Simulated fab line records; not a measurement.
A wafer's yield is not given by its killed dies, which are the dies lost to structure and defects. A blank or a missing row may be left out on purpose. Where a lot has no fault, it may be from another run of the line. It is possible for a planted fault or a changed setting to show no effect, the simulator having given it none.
Code-filled problem report in 8D (eight disciplines) form || flow sky130 || the parts of the form that need people (team, actions taken, sign-off) are left out

== 1. PROBLEM STATEMENT ==
runLengthS at SKY_METAL3_METAL_ETCH_18 reads a mean of 191.9 s on 2 wafers of 2 lots; wafers without a fault read 211.6 s with a standard deviation of 0.76. Measured from the usual mean, that is -26 standard deviations.
The step: etches the open film in Cl2/BCl3, stops on SiO2, target depth 845 nm, time 183.1 s.
First observed at day 42 12:56: wafer L844.1, on rieMetal-04. At this step, 32 wafers from 11 lots have a number in the record. By rule, "out" or "out of limits" means more than 4 standard deviations away from the usual mean. Any other wafer with a number is counted as sound.

== 2. WHAT THIS IS AND IS NOT ==
{"question": "which readings at this step", "is": "runLengthS, oesProductAu", "is not": "bcl3FlowSccm, drypumpMotorCurrentA, throttleValvePct"}
{"question": "which lots", "is": "L844, L845", "is not": "L832, L834, L837, L838, L839, L842, L851, L852, L853"}
{"question": "which wafers of those lots", "is": "L844.1, L845.6", "is not": "L844.4, L845.2, L845.5"}
{"question": "read on which tools", "is": "rieMetal-04", "is not": "rieMetal-02, rieMetal-03"}
{"question": "when", "is": "from day 42 12:56", "is not": "up to then (19 sound wafers); but 11 sound wafers of L845, L851, L852, L853 came after"}

== 3. THE SUSPECTS, EACH WITH WHAT RULES IT OUT ==
Counting: any tool at a process step up to the reading remains a suspect provided it ran every lot that is out. Sound lots after the first of them don't rule it out here, since some wafers of a struck lot are sound.
- rieMetal-04 at SKY_METAL3_METAL_ETCH_18 (etches the open film in Cl2/BCl3, stops on SiO2, target depth 845 nm, time 183.1 s): kept. Ran every lot that is out, first one L844 (day 42 12:56); last sound lot up to then L839 (day 41 03:14). Its own oesProductAu, runLengthS readings are out on those wafers.
Remaining after the count: rieMetal-04 at SKY_METAL3_METAL_ETCH_18.

== 4. THE CAUSE (what the simulator had put in) ==
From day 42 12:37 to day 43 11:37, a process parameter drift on rieMetal-04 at SKY_METAL3_METAL_ETCH_18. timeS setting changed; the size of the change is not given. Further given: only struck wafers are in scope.
After counting, this tool was the only one left.

== 5. THE EFFECT CHAIN, in route order ==
Each row: a reading whose mean over the struck wafers that have a number lies more than 3 standard deviations from the usual. Only readings whose record carries a usual standard deviation are examined. hours: median over the lots of the time between each lot's start at the first step of this table that gives one and its start at this step. sigmas: the change, counted in usual standard deviations.
{"hours": 0, "step": "SKY_METAL3_METAL_ETCH_18", "reading": "oesProductAu", "usual": "0.868 a.u.", "on struck wafers": 0.974, "change": "+0.106", "sigmas": "+17"}
{"hours": 0, "step": "SKY_METAL3_METAL_ETCH_18", "reading": "runLengthS", "usual": "211.6 s", "on struck wafers": 191.9, "change": -19.7, "sigmas": -26}
{"hours": 0, "step": "SKY_METAL3_STRIP_19", "reading": "oesProductAu", "usual": "0.504 a.u.", "on struck wafers": 0.528, "change": "+0.024", "sigmas": "+4.7"}
{"hours": 0, "step": "SKY_METAL3_STRIP_19", "reading": "stripTimeToEndpointS", "usual": "6.56 s", "on struck wafers": 7.10, "change": "+0.54", "sigmas": "+10"}
Process steps it contains:
- SKY_METAL3_METAL_ETCH_18: etches the open film in Cl2/BCl3, stops on SiO2, target depth 845 nm, time 183.1 s.
- SKY_METAL3_STRIP_19: strips in O2/N2.

== 6. WHAT WOULD HAVE CAUGHT IT SOONER ==
In this record the first reading out of limits was taken at day 42 12:56, 0 hours after the fault began at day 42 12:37.
